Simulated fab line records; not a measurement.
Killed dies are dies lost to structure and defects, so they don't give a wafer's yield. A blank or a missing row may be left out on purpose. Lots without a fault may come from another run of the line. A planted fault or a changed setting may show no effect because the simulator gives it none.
Which tool did it?	flow sky130	Sampling: 6 lots, 18 wafers, 3 of 708 route steps

WHAT EACH GAUGE READ, for each wafer
SKY_METAL1_RS_MEAS_05: a four-point-probe measurement.
lot	measured	on	METAL1_ALCU_RS (ohm/sq)
L358	day 32 09:53	filmMetro-02	0.1267 0.1261 0.1288
L361	day 33 16:58	filmMetro-04	0.1297 0.1287 0.1308
L364	day 34 19:52	filmMetro-01	0.1253 0.1248 0.1255
L367	day 35 16:39	filmMetro-04	0.1262 0.1261 0.1254
L369	day 35 21:29	filmMetro-01	0.1256 0.1255 0.1247
L377	day 38 10:53	filmMetro-04	0.1253 0.1286 0.1286

EACH LOT AND THE TOOL THAT RAN IT (in order: tool; ch and the chambers of the sampled wafers; start)
lot	SKY_LI_CONTACT_CVD_21	SKY_CONTACT_CVD_00
L358	cvdW-01 ch 0,1, day 29 22:49	pecvd-01 ch 1,2, day 31 04:40
L361	cvdW-01 ch 0,1, day 31 06:57	pecvd-03 ch 0,2, day 32 11:22
L364	cvdW-01 ch 0, day 32 10:56	pecvd-03 ch 0,1, day 33 15:28
L367	cvdW-01 ch 0,1, day 33 07:30	pecvd-01 ch 0,2, day 34 11:44
L369	cvdW-01 ch 0,1, day 33 13:21	pecvd-01 ch 0,2, day 34 17:01
L377	cvdW-01 ch 0,1, day 36 02:35	pecvd-03 ch 2, day 37 06:47
- SKY_LI_CONTACT_CVD_21: deposits W, target thk 400 nm, time 120.56 s.
- SKY_CONTACT_CVD_00: deposits Si3N4, target thk 75 nm.

THE ANSWER, worked out from the rows above alone
Rule: the usual values come from the lots themselves. Put in order of their means at a reading, lots are off if they are a third of the lots or fewer, leave a main group of 4 or more, and stand apart from it by a gap of 3 or more times the standard deviation of the main group's means; of several such gaps the widest counts. The tables above print the reading to a certain number of digits; a main group whose means all agree to those digits is not used. A lot without any number at a reading at which 4 lots or more have one is off too. The other lots that the step has rows for count as sound.
Nothing can be told from this: no lot is off at any reading shown.

WHAT HAD BEEN PUT IN BY THE SIMULATOR
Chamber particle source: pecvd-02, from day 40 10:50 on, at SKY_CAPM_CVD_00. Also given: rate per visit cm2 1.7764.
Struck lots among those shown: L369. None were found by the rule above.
